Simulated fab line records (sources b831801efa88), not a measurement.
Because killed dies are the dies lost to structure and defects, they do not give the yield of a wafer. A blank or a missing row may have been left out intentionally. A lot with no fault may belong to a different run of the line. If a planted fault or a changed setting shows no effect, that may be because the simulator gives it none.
fab line records | flow gf180mcu
record lots=6 wafers=18 lastDay=34
route steps=602 shown PSD@260 NSD@262 SAB@264
lots with no fault: from the same line, run without faults
startH: start of the lot's first displayed wafer, in hours after the record's first day | waitH: hours since the lot's step before | " repeats the value in the row above | L1.1+2: a row that stands for several wafers | - value missing, or start not given | * or withheld: withheld | < > ~ a bound
route shown NAME@n: names a module that has steps shown in the file, with the first one's number in the route | usual: the fault-free wafers' mean and standard deviation | same: alike in all rows | chamber/n: place in a boat | sites: each site's reading | _std_site: standard deviation across them | _edge_site: outer sites' mean less inner sites' | radiusMm: for every site, how far away it sits from the centre of the wafer | mask NAME#n: copy n | behind: the tool/chamber that last shaped the wafer | hold: reason for holding the lot/hours on hold/outcome of the hold | device: the transistor (n, p or np) that didn't switch | end of line: at the end of the route, the tests of the same wafers | a step without rows: its recipe alone | killed: not the wafer's yield, but the dies lost to structure and defects at the first sort | map: per-die view of a wafer (x killed, . not killed, _ where there is no die)
set.NAME: the setting the step ran with; set.NAME@STEP: the setting that earlier step ran with | model.NAME: the simulator's own value behind a step, which no gauge read
lots at selected steps of the route; one table per step, one row per wafer
services: from which hour (startH, from the record's first day; less than 0 if before it) a tool's chamber was out of use, for how many hours, and why
## steps
# step GF_PSD_CLEAN_12
# recipe chemistry=SC1/SC2 mix=1:4:20 tempC=70 timeS=150 dry=n2Spin
# step GF_PSD_RTA_13
# recipe tempC=1025 timeS=20 ambient=N2
# usual annealTempCMax=1030.2/1.3 lampPowerPct=37.7/1.1 wafer_temp_C_max=1030.2/1.6
# columns lot.wafer tool chamber startH waitH annealTempCMax lampPowerPct wafer_temp_C_max
L489.1 rtpAnneal-01 0 327.60 0.0 1032.6 36.3 1029.8
L489.2 " 0 " " 1031.3 36.2 1028.9
L489.4 " 0 " " 1031.7 36.2 1029.7
L498.1 rtpAnneal-02 0 409.85 0.0 1029.5 38.5 1032.6
L498.2 " 0 " " 1029.4 38.6 1031.4
L498.4 " 0 " " 1028.8 38.6 1031.6
L499.1 rtpAnneal-02 0 420.19 0.0 1030.4 38.6 1032.6
L499.3 " 0 " " 1028.6 38.5 1030.2
L499.5 " 0 " " 1029.2 38.5 1029.9
L500.2 rtpAnneal-01 0 424.52 0.0 1031.9 36.2 1030.0
L500.4 " 0 " " 1030.9 36.2 1031.1
L500.6 " 0 " " 1032.4 36.2 1028.5
L508.1 rtpAnneal-02 0 485.94 0.0 1029.1 38.5 1030.1
L508.3 " 0 " " 1029.0 38.5 1032.7
L508.4 " 0 " " 1028.6 38.5 1030.7
L510.1 rtpAnneal-02 0 500.21 0.0 1027.4 38.5 1030.3
L510.2 " 0 " " 1029.0 38.5 1032.0
L510.3 " 0 " " 1028.6 38.5 1030.2
# step GF_PSD_RS_MEAS_14
# recipe thkMeasGauge=four-point-probe
# usual NSD_RS=46.18/0.072
# columns lot.wafer tool chamber startH waitH NSD_RS[ohm/sq]
L489.1 filmMetro-03 - 327.69 0.1 46.12
L489.2 " - " " 46.15
L489.4 " - " " 46.23
L498.1 filmMetro-04 - 409.94 0.1 46.26
L498.2 " - " " 46.23
L498.4 " - " " 46.10
L499.1 filmMetro-03 - 420.27 0.1 46.13
L499.3 " - " " 46.17
L499.5 " - " " 46.07
L500.2 filmMetro-04 - 424.61 0.1 46.28
L500.4 " - " " 46.12
L500.6 " - " " 46.18
L508.1 filmMetro-03 - 486.02 0.1 46.10
L508.3 " - " " 46.18
L508.4 " - " " 46.22
L510.1 filmMetro-04 - 500.29 0.1 46.23
L510.2 " - " " 46.20
L510.3 " - " " 46.02
# step GF_PSD_RS_MEAS_15
# recipe thkMeasGauge=four-point-probe
# usual PSD_RS=108.76/0.26
# columns lot.wafer tool chamber startH waitH PSD_RS[ohm/sq]
L489.1 filmMetro-03 - 327.81 0.1 108.90
L489.2 " - " " 108.51
L489.4 " - " " 108.43
L498.1 filmMetro-04 - 410.06 0.1 108.66
L498.2 " - " " 109.10
L498.4 " - " " 108.76
L499.1 filmMetro-03 - 420.39 0.1 107.99
L499.3 " - " " 108.44
L499.5 " - " " 108.43
L500.2 filmMetro-04 - 424.73 0.1 109.12
L500.4 " - " " 108.99
L500.6 " - " " 108.95
L508.1 filmMetro-03 - 486.14 0.1 108.92
L508.3 " - " " 108.95
L508.4 " - " " 109.09
L510.1 filmMetro-04 - 500.41 0.1 109.19
L510.2 " - " " 109.02
L510.3 " - " " 108.56
# step GF_SAB_CVD_00
# recipe material=SiO2 targetThkNm=50 precursor=TEOS tempC=400 timeS=4.9302 rfW=600
# usual heaterPowerW=670/84
# columns lot.wafer tool chamber startH waitH heaterPowerW
L489.1 pecvd-03 0 327.93 0.1 645
L489.2 " 2 " " 462
L489.4 " 0 " " 634
L498.1 pecvd-01 0 410.18 0.1 845
L498.2 " 1 " " 704
L498.4 " 0 " " 856
L499.1 pecvd-04 0 420.51 0.1 693
L499.3 " 2 " " 688
L499.5 " 0 " " 683
L500.2 pecvd-03 2 424.83 0.1 479
L500.4 " 0 " " 662
L500.6 " 2 " " 492
L508.1 pecvd-03 0 486.26 0.1 765
L508.3 " 2 " " 473
L508.4 " 0 " " 754
L510.1 pecvd-04 0 500.53 0.1 662
L510.2 " 2 " " 737
L510.3 " 1 " " 611
# step GF_SAB_THK_MEAS_01
# recipe reads=SiO2_of_SAB_CVD_00
# usual SAB_CVD_00_THK=50.0/0.75
# columns lot.wafer tool chamber startH waitH SAB_CVD_00_THK[nm]
L489.1 filmMetro-01 - 327.96 0.0 49.4
L489.2 " - " " 49.9
L489.4 " - " " 50.5
L498.1 filmMetro-01 - 410.20 0.0 49.5
L498.2 " - " " 49.7
L498.4 " - " " 49.7
L499.1 filmMetro-02 - 420.53 0.0 48.9
L499.3 " - " " 48.2
L499.5 " - " " 49.5
L500.2 filmMetro-03 - 424.86 0.0 50.8
L500.4 " - " " 51.2
L500.6 " - " " 50.7
L508.1 filmMetro-02 - 486.28 0.0 50.1
L508.3 " - " " 50.2
L508.4 " - " " 50.1
L510.1 filmMetro-02 - 500.55 0.0 50.4
L510.2 " - " " 50.3
L510.3 " - " " 49.9
# step GF_SAB_DEHYDRATE_02
# recipe tempC=200 timeS=60
# step GF_SAB_HMDS_03
# recipe primeTimeS=60 primeTempC=120
# step GF_SAB_COAT_04
# recipe resist=NOVOLAK spinRpm=3000 resistThkNm=1000
# step GF_SAB_SOFTBAKE_05
# recipe tempC=90 timeS=60 resist=NOVOLAK
# step GF_SAB_EXPOSE_06
# recipe maskId=SAB targetCdNm=420 na=0.6 sourceShape=conventional sigmaOuter=0.6 doseMj=140
# step GF_SAB_PEB_07
# recipe tempC=withheld timeS=* resist=NOVOLAK
# step GF_SAB_DEVELOP_08
# recipe developTimeS=60 devTempC=23
# usual chillPlateTempC=23.02/0.092 developTimeS=60/0 exhaustPa=45.0/0.83
# columns lot.wafer tool chamber startH waitH chillPlateTempC developTimeS exhaustPa
L489.1 lithoTrack-04 0 348.57 0.1 23.12 60 44.9
L489.2 " 0 " " 23.01 60 44.5
L489.4 " 0 " " 22.97 60 45.4
L498.1 lithoTrack-03 0 434.19 0.1 23.01 60 44.3
L498.2 " 0 " " 22.89 60 44.9
L498.4 " 0 " " 22.91 60 43.6
L499.1 lithoTrack-03 - 444.89 0.1 - - -
L499.3 " - " " - - -
L499.5 " - " " - - -
L500.2 lithoTrack-03 - 449.16 0.1 - - -
L500.4 " - " " - - -
L500.6 " - " " - - -
L508.1 lithoTrack-04 0 509.61 0.1 23.04 60 45.1
L508.3 " 0 " " 23.01 60 44.7
L508.4 " 0 " " 22.83 60 44.9
L510.1 lithoTrack-03 0 523.79 0.1 23.16 60 43.8
L510.2 " 0 " " 23.03 60 43.8
L510.3 " 0 " " 22.99 60 44.2
# step GF_SAB_CD_MEAS_09
# recipe targetCdNm=420
# usual cdNm=420.4/2.2
# columns lot.wafer tool chamber startH waitH cdNm
L489.1 cdSem-01 - 348.72 0.1 421.4
L489.2 " - " " 418.7
L489.4 " - " " 420.9
L498.1 cdSem-01 - 434.34 0.1 420.0
L498.2 " - " " 417.9
L498.4 " - " " 417.2
L499.1 cdSem-02 - 445.04 0.1 -
L499.3 " - " " -
L499.5 " - " " -
L500.2 cdSem-01 - 449.31 0.1 -
L500.4 " - " " -
L500.6 " - " " -
L508.1 cdSem-02 - 509.76 0.1 419.3
L508.3 " - " " 420.8
L508.4 " - " " 419.3
L510.1 cdSem-02 - 523.94 0.1 418.7
L510.2 " - " " 420.4
L510.3 " - " " 420.5
## services
# columns tool chamber startH hours kind
pecvd-03 1 308.45 23.5 repair
rtpAnneal-02 - 321.72 3.8 pm
rtpAnneal-02 - 345.37 3.6 repair
pecvd-01 - 368.88 14.0 pm
pecvd-01 0 368.88 14.0 ventCycle
pecvd-01 1 368.88 14.0 ventCycle
pecvd-01 2 368.88 14.0 ventCycle
pecvd-01 0 382.88 - clean
pecvd-01 1 382.88 - clean
pecvd-01 2 382.88 - clean
pecvd-03 - 385.45 8.6 repair
pecvd-03 - 413.77 1.2 repair
pecvd-04 - 429.81 0.4 repair
pecvd-01 - 446.38 1.0 repair
pecvd-03 2 447.79 13.9 repair
pecvd-04 0 503.15 2.6 repair
pecvd-04 - 508.51 0.8 pm
## key
firstSign step=GF_SAB_DEVELOP_08 reading=toolRecord direction=missing
effect none on later readings
metAt GF_SAB_DEVELOP_08
struckWafers L499.1,L499.3,L499.5,L500.2,L500.4,L500.6
laterRowsLeftOut L499.1,L499.3,L499.5,L500.2,L500.4,L500.6
sortLeftOut L499.1,L499.3,L499.5,L500.2,L500.4,L500.6
testerLeftOut L499,L500
onsetBetween 434.19 444.89
fault kind=skippedStepWhole tool=lithoTrack-03 chamber=- onsetH=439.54 steps=GF_SAB_DEVELOP_08 scope=struckLotsOnly
# testerLeftOut: of these lots the tester's yield and bins aren't shown, on N5 and GAA mostly nor the transistor test; their killed dies are dies lost to structure and defects alone, not to doping, threshold or leakage, so they don't give the yield
# sortLeftOut: the simulated sort isn't trusted on such a fault, so these wafers' sort isn't shown, and their yield isn't known
# laterRowsLeftOut: the simulator's readings of these wafers behind a module that went badly wrong aren't trusted and aren't shown, but for the sort
